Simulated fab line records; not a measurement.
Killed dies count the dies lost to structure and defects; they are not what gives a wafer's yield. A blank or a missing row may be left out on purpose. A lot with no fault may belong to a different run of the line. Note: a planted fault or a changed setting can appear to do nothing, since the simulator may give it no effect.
A lot that was struck, set against a sound lot    flow sky130    15 steps out of a route of 708
Sound: the wafers L301.1, L301.4, L301.6. Struck: wafer L318.3. (L318.2, L318.6 of the same lot were not struck and are left out.) The cause comes at the end.
Each step with rows lists, per side, the tool, then ch with its chambers, then its first start. Under that, the readings that differ: sound wafers    struck wafers    difference of the means    sigmas: that difference in standard deviations of wafers without a fault.
alike: readings with means less than 2 such deviations apart, plus words and numbers identical on both sides. not compared: withheld readings, readings lacking a value on some wafer, bounds such as >300 that could conceal the same value, and numbers that have no deviation in the record and whose values overlap.
The two part at a step that has a row with sigmas, a row that says differs or no value, or rows on one side only. Numbers that don't overlap but have no deviation are shown without sigmas and don't part them. A reading that every wafer of one side lacks parts them only if that side has two wafers or more.

SKY_VIA3_ETCH_14: etches BARC in N2/H2, stops on SiO2, time 45.9 s, target depth 60 nm.
  sound on rie-diel-03 ch 0,2, day 41 04:26; struck on rie-diel-01 ch 2, day 45 02:32
  alike: drypump-motor-current-A, oes-product-au, throttle-valve-pct
  not compared: rf-hours-counter-h
then, 5 steps without rows for these wafers: SKY_VIA3_ETCH_15 (etches SiO2 in C4F8/O2/Ar, stops on TiN, target depth 507 nm, time 78 s); SKY_VIA3_STRIP_16 (strips in O2/N2); SKY_VIA3_STRIP_17 (strips in post etch residue remover, time 1200 s); SKY_VIA3_CLEAN_18 (cleans in IPA, time 180 s); SKY_VIA3_CLEAN_19 (cleans in O3/DIW).
SKY_VIA3_SPUTTER_20: material TiN, target thk 20 nm, time 80 s.
  sound on pvd-sputter-04 at day 41 05:08; struck on pvd-sputter-02 at day 45 03:14
  alike: throttle-valve-pct
SKY_VIA3_CVD_21: deposits W, target thk 390 nm, time 117.31 s.
  sound on cvd-w-01 ch 0,1, day 41 05:11; struck on cvd-w-01 ch 0, day 45 03:17
  alike: heater-power-w
SKY_VIA3_RS_MEAS_22: the measuring method here is four-point-probe.
  sound on film-metro-01 at day 41 05:19; struck on film-metro-01 at day 45 03:26
  alike: VIA3_W_RS
SKY_VIA3_THK_MEAS_23: measures by xrf.
  sound on film-metro-01 at day 41 05:26; struck on film-metro-01 at day 45 03:33
  alike: VIA3_W_THK
then, 1 step without rows for these wafers: SKY_VIA3_CMP_24 (polishes, stops on SiO2, t overpolish 20 s, target thk 0 nm).
SKY_METAL4_SPUTTER_00: material Ti, target thk 15 nm, time 10 s.
  sound on pvd-sputter-03 at day 41 05:47; struck on pvd-sputter-02 at day 45 03:54
reading                 sound           struck  difference  sigmas
throttle-valve-pct (%)  28.7 26.9 27.2  30.0    +2.4        +2
SKY_METAL4_SPUTTER_01: material TiN, target thk 20 nm, time 16.7 s.
  sound on pvd-sputter-03 at day 41 05:49; struck on pvd-sputter-02 at day 45 03:55
reading                                     sound              struck  difference  sigmas
throttle-valve-pct (%)                      28.6 27.4 27.2     30.4    +2.7        +2
model.TiN_of_METAL4_SPUTTER_01.thk-nm (nm)  19.89 19.56 19.43  20.66   +1.03       
SKY_METAL4_SPUTTER_02: material AlCu, target thk 735 nm, time 39.1 s.
  sound on pvd-sputter-03 at day 41 05:50; struck on pvd-sputter-02 at day 45 03:57
reading                 sound           struck  difference  sigmas
throttle-valve-pct (%)  28.7 27.1 27.2  30.0    +2.3        +2
following that, these wafers have no rows for 1 step: SKY_PAD_OPEN_PROBE_99.

WHERE THEY PART
At SKY_METAL4_SPUTTER_00 first; at SKY_METAL4_SPUTTER_02 last (within this record only).

WHY: the cause the simulator had injected
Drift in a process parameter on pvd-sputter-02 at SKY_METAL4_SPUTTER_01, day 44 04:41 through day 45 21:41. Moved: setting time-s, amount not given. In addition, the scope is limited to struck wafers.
